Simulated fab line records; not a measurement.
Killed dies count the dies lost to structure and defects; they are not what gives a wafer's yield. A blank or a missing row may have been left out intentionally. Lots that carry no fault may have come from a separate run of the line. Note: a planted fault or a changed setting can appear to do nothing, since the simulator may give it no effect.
A single fault, viewed from 2 desks    flow gf180mcu    each desk holds nothing but its own numbers, with what lay behind them at the end

== FROM THE METROLOGY DESK ==
Lot by lot, what the gauges showed, no matter which tool ran the lot: averages of those sampled wafers that carry a number. A lot is out of limits, marked OUT, if its mean lies more than 4 standard deviations from the usual mean; the brackets give that distance.
Columns: A = MVPSD_TW at GF_MVPSD_TW_MEAS_11, usual 558.8; B = VT_IMPLANT_OVL at GF_VT_IMPLANT_OVL_MEAS_07, usual -0.3 nm
lot   first seen here  A      B
L604  day 5 09:10      560.1  -1.3
L613  day 7 12:53      557.6  1.6
L617  day 8 12:52      560.0  -1.0
L619  day 9 01:19      555.6  -0.5
L624  day 10 07:25     558.2  0.0
L626  day 10 19:11     557.8  1.7
This desk's verdict: no lot among the 6 shows anything out of limits.

== THE TOOL OWNER'S DESK: implanter-01 ==
GF_VT_IMPLANT_IMPLANT_08, tool's own readings: per-lot mean of the sampled wafers with a number, covering each lot this tool ran. A lot is out of limits, marked OUT, if its mean lies more than 4 standard deviations from the usual mean; the brackets give that distance.
Columns: A = beam energy keV at GF_VT_IMPLANT_IMPLANT_08, usual 20.161; B = dose ions cm2 at GF_VT_IMPLANT_IMPLANT_08, usual 8.291e+12; C = end station pressure torr at GF_VT_IMPLANT_IMPLANT_08, usual 5.03e-06 Torr; D = faraday current uA at GF_VT_IMPLANT_IMPLANT_08, usual 46.8; E = tilt deg at GF_VT_IMPLANT_IMPLANT_08, usual 7.001 degrees
lot   first seen here  A       B                    C         D     E
L613  day 8 05:22      20.166  8.289e+12            5.12e-06  46.9  6.996
L617  day 9 06:47      20.160  8.664e+12 (+37) OUT  5.06e-06  49.5  6.979
L619  day 9 18:28      20.157  8.674e+12 (+38) OUT  5.23e-06  48.3  7.030
This desk finds L617, L619 out of limits, L617 being first, at day 9 06:47 (dose ions cm2 at GF_VT_IMPLANT_IMPLANT_08). L613 stayed within limits.

== TAKEN TOGETHER ==
At day 9 06:47, on L617, L619, the tool owner's desk was in a position to raise an alarm.
From the metrology desk's view, nothing was out of limits.
The metrology desk has L617, L619 on record, within its limits.
Of the lots named, all ran GF_VT_IMPLANT_IMPLANT_08 on implanter-01.

== WHAT WAS PUT IN BY THE SIMULATOR ==
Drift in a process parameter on implanter-01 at GF_VT_IMPLANT_IMPLANT_08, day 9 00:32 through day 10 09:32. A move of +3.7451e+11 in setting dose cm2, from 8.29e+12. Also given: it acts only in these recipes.
Shown lots that were struck: L617, L619.
How many hours passed from the start of the fault until each desk's first out-of-limits reading: the tool owner's desk, 6.
